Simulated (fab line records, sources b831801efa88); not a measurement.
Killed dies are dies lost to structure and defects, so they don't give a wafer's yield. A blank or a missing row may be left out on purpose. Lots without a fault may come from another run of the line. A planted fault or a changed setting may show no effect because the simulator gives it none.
One fault seen from 2 desks | flow gf180mcu | each desk has only its own numbers; what lay behind them comes last

THE TOOL OWNER'S DESK: pvd_sputter-02
The tool's own readings at GF_M3_SPUTTER_04 (material TiN, target thk 50 nm, time 41.7 s): means of the sampled wafers that have a number, for each lot that ran on this tool. A lot is out of limits, marked OUT, if its mean lies more than 4 standard deviations from the usual mean; the brackets give that distance.
Columns: A = chamber_pressure_pa at GF_M3_SPUTTER_04, usual 0.4000 Pa; B = throttle_valve_pct at GF_M3_SPUTTER_04, usual 30.4 %
lot  | first seen here | A                | B
L820 | day 20 19:30    | 0.4002           | 30.2
L822 | day 21 03:22    | 0.4000           | 30.4
L825 | day 22 02:37    | 0.3994           | 30.7
L831 | day 24 07:47    | 0.3997           | 29.9
L838 | day 26 13:20    | 0.3571 (-53) OUT | 32.3
L837 | day 26 15:14    | 0.3573 (-53) OUT | 31.5
This desk's finding: out of limits on L837, L838; first on L838, day 26 13:20 (chamber_pressure_pa at GF_M3_SPUTTER_04). In limits: L820, L822, L825, L831.

THE METROLOGY DESK
What the gauges read, lot by lot, whatever tool the lot ran on: means of the sampled wafers that have a number. A lot is out of limits, marked OUT, if its mean lies more than 4 standard deviations from the usual mean; the brackets give that distance.
Columns: A = V2_CVD_00_THK at GF_V2_THK_MEAS_01, usual 600 nm
lot  | first seen here | A
L820 | day 19 15:52    | 607
L821 | day 19 17:29    | 592
L822 | day 20 00:23    | 597
L823 | day 20 11:34    | 601
L825 | day 21 00:55    | 597
L827 | day 22 01:18    | 586
L828 | day 22 14:43    | 608
L831 | day 23 06:56    | 614
L838 | day 25 14:47    | 598
L837 | day 25 16:47    | 596
L841 | day 26 09:34    | 606
L842 | day 26 20:50    | 598
This desk's finding: nothing out of limits on any of the 12 lots.

PUT TOGETHER
The tool owner's desk could have raised an alarm at day 26 13:20, on L837, L838.
The metrology desk saw nothing out of limits.
The metrology desk has L837, L838 on record, within its limits.
Of the lots named, all ran GF_M3_SPUTTER_04 on pvd_sputter-02.

WHAT THE SIMULATOR HAD PUT IN
Process parameter drift: pvd_sputter-02, from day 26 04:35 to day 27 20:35, at GF_M3_SPUTTER_04. Setting chamber_pressure_pa, moved by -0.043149, from 0.4. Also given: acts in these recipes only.
Lots struck among those shown: L837, L838.
Hours from the fault's start to each desk's first reading out of limits: the tool owner's desk, 9.
